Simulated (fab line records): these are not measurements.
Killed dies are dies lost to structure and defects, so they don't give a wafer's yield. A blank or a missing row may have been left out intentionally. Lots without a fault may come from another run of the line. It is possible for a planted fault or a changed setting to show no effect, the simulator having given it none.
The same fault as seen by 2 desks | flow sky130 | numbers are kept per desk, each desk with only its own; the story behind them comes last

## AT THE METROLOGY DESK
Lot by lot, what the gauges showed, no matter which tool ran the lot: averages of those sampled wafers that carry a number. Marked OUT: a lot whose mean sits more than 4 standard deviations from the usual mean, which makes it out of limits; the brackets give that distance.
Columns: A = VIA1_OVL at SKY_VIA1_OVL_MEAS_13, usual 0 nm
lot  | first seen here | A
L639 | day 34 05:23    | -2
L640 | day 34 17:28    | -2
L641 | day 34 17:49    | 10
L648 | day 36 22:10    | -5
L650 | day 37 19:25    | 23
L651 | day 37 23:35    | 17
L652 | day 38 05:51    | -2
L656 | day 39 10:25    | 3
L657 | day 39 20:03    | 6
L658 | day 39 22:08    | 11
L659 | day 40 03:55    | 0
L662 | day 40 22:46    | -2
This desk's verdict: no lot among the 12 shows anything out of limits.

## FOR THE TOOL OWNER'S DESK: krf scanner-01
The tool's own readings at SKY_VIA1_EXPOSE_09 (exposes mask VIM, target cd 150 nm): means of the sampled wafers that have a number, for each lot that ran on this tool. Marked OUT: a lot whose mean sits more than 4 standard deviations from the usual mean, which makes it out of limits; the brackets give that distance.
Columns: A = focus offset nm at SKY_VIA1_EXPOSE_09, usual 0.0 nm
lot  | first seen here | A
L639 | day 33 16:23    | 0.3
L650 | day 37 06:20    | 0.2
L651 | day 37 10:25    | 0.2
This desk's verdict: no lot among the 3 shows anything out of limits.

## PUT TOGETHER
Metrology desk: nothing out of limits seen.
The desk of the tool owner found nothing out of limits.

## WHAT THE SIMULATOR HAD PUT IN
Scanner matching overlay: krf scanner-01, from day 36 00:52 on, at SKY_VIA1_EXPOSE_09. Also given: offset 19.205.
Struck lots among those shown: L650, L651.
